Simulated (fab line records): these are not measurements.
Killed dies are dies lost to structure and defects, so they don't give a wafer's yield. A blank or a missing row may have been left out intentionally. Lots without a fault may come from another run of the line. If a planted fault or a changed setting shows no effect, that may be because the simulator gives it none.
Commonality check across tools -- flow sky130 -- 11 lots and 33 wafers in the sample

REASON IT WAS OPENED
SKY_POLY_GATE_THK_MEAS_01, reading POLY_GATE_CVD_00_THK: flagged on 1 of 11 lots. No-fault wafers: 180.5 nm, standard deviation 1.9.
Rule: a lot gets a flag if all its wafers with a number sit over 4 standard deviations from that mean, or if no wafer of it has a number. All remaining lots are regarded as sound.

lot,measured,on,"POLY_GATE_CVD_00_THK (nm), wafer by wafer",flag
L831,day 14 03:34,film metro-02,178.8 179.5 178.8,
L833,day 15 00:21,film metro-02,180.4 179.7 179.8,
L835,day 15 17:53,film metro-03,178.3 179.0 178.1,
L837,day 16 03:13,film metro-03,177.2 178.0 178.8,
L838,day 16 07:27,film metro-03,184.2 183.2 184.0,
L839,day 17 02:19,film metro-04,179.9 179.9 180.7,
L840,day 17 10:07,film metro-02,178.7 179.2 176.8,
L846,day 18 23:16,film metro-04,111.7 112.6 112.7,FLAGGED
L852,day 22 01:13,film metro-04,178.6 179.5 176.9,
L853,day 22 08:44,film metro-03,182.3 181.5 182.3,
L854,day 22 14:47,film metro-03,182.9 183.9 183.0,
Average over the flagged lots: 112.3 nm; offset from the usual -68.2 nm, equal to -36 standard deviations.

WHICH TOOL EACH LOT WENT THROUGH
Before the reading, the record contains 2 process steps out of a 708-step route. Read each cell as the tool, then ch plus the chambers that the sampled wafers visited, then the start.
lot,flag,SKY_SONOS_ONO_ETCH_15,SKY_POLY_GATE_CVD_00
L831,,"rie diel-04 ch 0,1,3, day 12 19:23","lpcvd-01 ch 1, day 14 02:20"
L833,,"rie diel-04 ch 1,2,3, day 13 16:14","lpcvd-01 ch 1, day 14 23:09"
L835,,"rie diel-01 ch 0,3, day 14 08:42","lpcvd-01 ch 1, day 15 16:40"
L837,,"rie diel-01 ch 1,3, day 14 15:44","lpcvd-01 ch 1, day 16 02:01"
L838,,"rie diel-04 ch 0,1, day 14 19:02","lpcvd-01 ch 1, day 16 06:14"
L839,,"rie diel-03 ch 0,1, day 15 16:21","lpcvd-01 ch 0, day 17 01:05"
L840,,"rie diel-03 ch 0,2, day 15 21:05","lpcvd-01 ch 0, day 17 08:55"
L846,FLAGGED,"rie diel-01 ch 2,3, day 17 10:17","lpcvd-01 ch 0, day 18 22:02"
L852,,"rie diel-01 ch 0,1,3, day 20 14:11","lpcvd-01 ch 0, day 22 00:01"
L853,,"rie diel-01 ch 0,2, day 20 20:05","lpcvd-01 ch 0, day 22 07:31"
L854,,"rie diel-03 ch 1,2,3, day 21 02:24","lpcvd-01 ch 0, day 22 13:35"
What the steps here do:
- SKY_SONOS_ONO_ETCH_15: etches the open film in CHF3/O2, target depth 19.52 nm, time 7.8 s.
- SKY_POLY_GATE_CVD_00: deposits poly-Si, target thk 180 nm, time 720 s.
- SKY_POLY_GATE_THK_MEAS_01

FLAGGED AGAINST TOTAL, ONE TOOL AT A TIME (gauges that did the reading follow at the end)
step,tool,lots run,flagged,share of the flagged lots,sound lots run after its first flagged lot
SKY_SONOS_ONO_ETCH_15,rie diel-01,5,1,all,"2 (L852,L853)"
SKY_SONOS_ONO_ETCH_15,rie diel-03,3,0,none,-
SKY_SONOS_ONO_ETCH_15,rie diel-04,3,0,none,-
SKY_POLY_GATE_CVD_00,lpcvd-01,11,1,all,"3 (L852,L853,L854)"
SKY_POLY_GATE_THK_MEAS_01,film metro-02,3,0,none,-
SKY_POLY_GATE_THK_MEAS_01,film metro-03,5,0,none,-
SKY_POLY_GATE_THK_MEAS_01,film metro-04,3,1,all,1 (L852)

WHAT IS ALLOWED BY THE TABLE
Every flagged lot was run by 3 rows of the table: rie diel-01 at SKY_SONOS_ONO_ETCH_15, lpcvd-01 at SKY_POLY_GATE_CVD_00 and film metro-04 at SKY_POLY_GATE_THK_MEAS_01.
- rie diel-01 at SKY_SONOS_ONO_ETCH_15: 1 of its 5 lots flagged. After the first flagged lot (L852, L853), sound lots still ran on it; a lasting fault on the whole tool would not permit that.
- lpcvd-01 at SKY_POLY_GATE_CVD_00: 1 of its 11 lots flagged. After the first flagged lot (L852, L853, L854), sound lots still ran on it; a lasting fault on the whole tool would not permit that.
- film metro-04 at SKY_POLY_GATE_THK_MEAS_01: 1 of its 3 lots flagged. After the first flagged lot (L852), sound lots still ran on it; a lasting fault on the whole tool would not permit that.
Every row of the table either missed a flagged lot or ran a sound lot after the first.

WHAT THE SIMULATOR PUT IN
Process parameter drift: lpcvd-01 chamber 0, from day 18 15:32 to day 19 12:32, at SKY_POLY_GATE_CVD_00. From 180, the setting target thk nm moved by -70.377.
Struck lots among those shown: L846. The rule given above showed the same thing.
